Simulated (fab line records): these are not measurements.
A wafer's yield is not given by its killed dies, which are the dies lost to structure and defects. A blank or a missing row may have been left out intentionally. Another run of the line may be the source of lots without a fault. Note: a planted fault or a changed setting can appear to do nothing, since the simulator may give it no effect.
A lot that was struck, set against a sound lot ; flow sky130 ; 15 steps out of a route of 708
Sound: these wafers, L730.2, L730.3, L730.6. Struck: wafer L744.1. (L744.5, L744.6 of the same lot were not struck and are left out.) The cause comes at the end.
At each step with rows: each side's tool, then ch and its chambers, then its first start. Under that, the readings that differ: sound wafers ; struck wafers ; difference of the means ; sigmas: that difference in standard deviations of wafers without a fault.
alike: same words and numbers on both sides, and readings whose means sit less than 2 such deviations apart. not compared: any withheld reading, any reading some wafer has no value for, any bound like >300 that may hide the same value, and any number with overlapping values for which the record gives no deviation.
A row with sigmas, a row that says differs or no value, or rows on one side alone: a step with any of these is where the two part. Non-overlapping numbers with no deviation appear without sigmas and do not part them. A reading missing from all wafers of one side parts the sides only when that side holds two or more wafers.

SKY_METAL1_STRIP_20: strips in O2/N2.
  sound on plasma asher-02 ch 0, day 33 16:14; struck on plasma asher-03 ch 1, day 38 07:32
  alike: drypump motor current A, oes product au, strip time to endpoint s
  not compared: rf hours counter h
then, 4 steps without rows for these wafers: SKY_METAL1_STRIP_21 (strips in post etch residue remover, time 1200 s); SKY_METAL1_CLEAN_22 (cleans in IPA, time 180 s); SKY_METAL1_CLEAN_23 (cleans in O3/DIW); SKY_VIA1_HDPCVD_00 (deposits SiO2, target thk 1030 nm, time 171.7 s).
SKY_VIA1_THK_MEAS_01:
  sound on film metro-02 at day 33 16:57; struck on film metro-02 at day 38 08:16
  alike: VIA1_HDPCVD_THK
SKY_VIA1_CMP_02: polishes SiO2.
  sound on cmp-01 ch 1,2,3, day 33 17:03; struck on cmp-02 ch 0, day 38 08:20
reading;sound;struck;difference;sigmas
head pressure psi (psi);3.987 3.991 3.979;4.010;+0.024;+3
  alike: motor current A
SKY_VIA1_BOW_MEAS_03:
  sound on film metro-02 at day 33 17:19; struck on film metro-02 at day 38 08:38
  alike: VIA1_BOW
then, 4 steps without rows for these wafers: SKY_VIA1_DEHYDRATE_04 (time 60 s); SKY_VIA1_HMDS_05 (prime time 60 s); SKY_VIA1_COAT_06 (resist thk 60 nm); SKY_VIA1_COAT_07 (resist thk 450 nm).
SKY_VIA1_SOFTBAKE_08: time 90 s.
  sound on litho track-03 ch 0, day 34 05:00; struck on litho track-04 ch 0, day 38 20:00
reading;sound;struck;difference;sigmas
heater power total W (W);57.38 57.31 57.33;60.29;+2.95;+27
run length s (s);119.34 119.07 119.20;105.70;-13.50;-79
  not compared: plate temp C
then, 1 step without rows for these wafers: SKY_VIA1_EXPOSE_09 (exposes mask VIM, target cd 150 nm).
-- the record jumps here: 11 days lie between the struck wafers' starts before and after (it left off in module VIA1 and takes up again in module PAD_OPEN, whose first step shown is number 708 of the route) --
SKY_PAD_OPEN_PROBE_99:
  sound on prober-01 at day 46 08:10; struck on prober-01 at day 49 19:21
reading;sound;struck;difference;sigmas
sort_bin_5_function (%);7.1 9.8 7.9;12.0;+3.7;+2
  alike: defect limited yield, killed_at_M0_to_M3, killed_at_M4_up, killed at contacts, killed at front end, killed at other, killed dies, killed open, killed short, sort_bin_3_pad_short, sort_bin_6_memory, sort n pass, sort yield pct

## WHERE THEY PART
Last at SKY_PAD_OPEN_PROBE_99 as far as this record goes, first at SKY_VIA1_CMP_02.

WHY: whatever the simulator had introduced
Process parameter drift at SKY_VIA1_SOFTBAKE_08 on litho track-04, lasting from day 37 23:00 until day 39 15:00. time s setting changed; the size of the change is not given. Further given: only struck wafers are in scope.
